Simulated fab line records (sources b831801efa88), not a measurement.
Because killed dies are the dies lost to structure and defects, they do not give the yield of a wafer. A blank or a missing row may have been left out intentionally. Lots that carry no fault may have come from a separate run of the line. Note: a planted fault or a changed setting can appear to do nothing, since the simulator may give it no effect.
Comparing a struck lot with a sound one	flow gf180mcu	14 out of 602 route steps
Sound: these wafers, L204.1, L204.4, L204.6. Struck: wafers L216.1, L216.2, L216.4. Last of all comes the cause.
Each step with rows lists, per side, the tool, then ch with its chambers, then its first start. Under that, the readings that differ: sound wafers	struck wafers	difference of the means	sigmas: that difference in standard deviations of wafers without a fault.
alike: words and numbers the same on both sides, and readings whose means are apart by under 2 such deviations; not compared: readings that were withheld, readings missing a value for some wafer, numbers with overlapping values and no deviation given by the record, and bounds like >300 which may hide the same value.
Wherever a step has rows on one side only, a row that says differs or no value, or a row with sigmas, the two part there. Numbers that don't overlap but have no deviation are shown without sigmas and don't part them. A reading that every wafer of one side lacks parts them only if that side has two wafers or more.

first, 3 steps without rows for these wafers: GF_VT_IMPLANT_EXPOSE_26 (exposes mask LVPWELL HV AREA, target cd 860 nm); GF_VT_IMPLANT_PEB_27; GF_VT_IMPLANT_DEVELOP_28 (develop time 60 s).
GF_VT_IMPLANT_OVL_MEAS_29:
  struck on overlay-02, day 12 13:58; sound on overlay-02, day 9 08:59
  alike: VT_IMPLANT_02_OVL
then, 1 step without rows for these wafers: GF_VT_IMPLANT_IMPLANT_30.
GF_VT_IMPLANT_STRIP_31: strips in O2/N2.
  sound on plasma-asher-02 ch 0,1, day 9 09:11; struck on plasma-asher-01 ch 0,1, day 12 14:10
reading	sound	struck	difference	sigmas
strip-time-to-endpoint-s (s)	12.65 12.67 12.65	12.58 12.58 12.59	-0.07	-2
  alike: drypump-motor-current-A, heater-power-w, oes-product-au
  not compared: rf-hours-counter-h
GF_VT_IMPLANT_TW_MEAS_32:
  struck on film-metro-03, day 12 14:16; sound on film-metro-04, day 9 09:17
  alike: VT_IMPLANT_3_TW
then, 5 steps without rows for these wafers: GF_VT_IMPLANT_DEHYDRATE_33 (time 60 s); GF_VT_IMPLANT_HMDS_34 (prime time 60 s); GF_VT_IMPLANT_COAT_35 (resist thk 1000 nm); GF_VT_IMPLANT_SOFTBAKE_36 (time 60 s); GF_VT_IMPLANT_EXPOSE_37 (exposes mask Nwell HV AREA, target cd 860 nm).
GF_VT_IMPLANT_PEB_38:
  struck on litho-track-03, day 13 08:56; sound on litho-track-02 ch 0, day 10 01:34
reading	sound	struck	difference	sigmas
exhaust-pa (Pa)	44.7 43.4 43.9	- - -	no value on the struck wafers	
  not compared: chill-plate-temp-C
then, 1 step without rows for these wafers: GF_VT_IMPLANT_DEVELOP_39 (develop time 60 s).

== WHERE THEY PART ==
First at GF_VT_IMPLANT_STRIP_31; last, within this record, at GF_VT_IMPLANT_PEB_38.

WHY: what the simulator had put in
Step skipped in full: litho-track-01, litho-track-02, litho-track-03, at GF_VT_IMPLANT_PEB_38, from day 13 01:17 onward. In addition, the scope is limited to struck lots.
